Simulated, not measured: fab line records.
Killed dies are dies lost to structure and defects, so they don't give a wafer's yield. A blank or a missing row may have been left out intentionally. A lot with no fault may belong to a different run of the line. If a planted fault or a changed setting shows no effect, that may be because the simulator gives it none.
Chamber matching | flow gf180mcu | cmp-02 running GF_STI_CMP_25: 4 sister chambers
The step polishes, stops on Si3N4, t overpolish 33 s, target thk 524.6 nm. 4 wafers are shown with their chamber, then 7 later ones without.

WAFERS WITH THEIR CHAMBER
wafer  | chamber | motor-current-A (A)
L291.1 | 3       | 12.8
L295.6 | 1       | 11.4
L300.2 | 2       | 13.5
L300.3 | 0       | 12.5

WAFERS WITHOUT THEIR CHAMBER
wafer  | motor-current-A (A)
L300.4 | 13.1
L308.1 | 12.8
L308.3 | 12.0
L308.5 | 13.0
L309.3 | 12.6
L309.4 | 13.6
L309.6 | 13.3

EACH ONE'S CHAMBER
wafer  | from the rows above          | in truth
L300.4 | can't be placed: 3 or 2 or 0 | 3
L308.1 | can't be placed: 3 or 0      | 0
L308.3 | can't be placed: 0 or 1 or 3 | 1
L308.5 | can't be placed: 3 or 0 or 2 | 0
L309.3 | can't be placed: 0 or 3      | 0
L309.4 | 2                            | 2
L309.6 | can't be placed: 2 or 3      | 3
Correctly placed: 1 of 7. These rows do not allow placing 6 (true chamber among the candidates in 6). Wrongly placed: 0.
How it was worked out, from the rows above alone: a wafer's distance from a chamber is the root of the sum, over the readings, of the square of ((its reading less the chamber's mean) divided by the reading's scatter). The wafer belongs to the nearest chamber; if the next one is less than 2 further off, it can't be placed. Each chamber's mean is taken over the wafers shown for it. The scatter (one wafer shown for each chamber): square how far every hidden wafer sits from the nearest shown wafer, average those squares and take the square root.
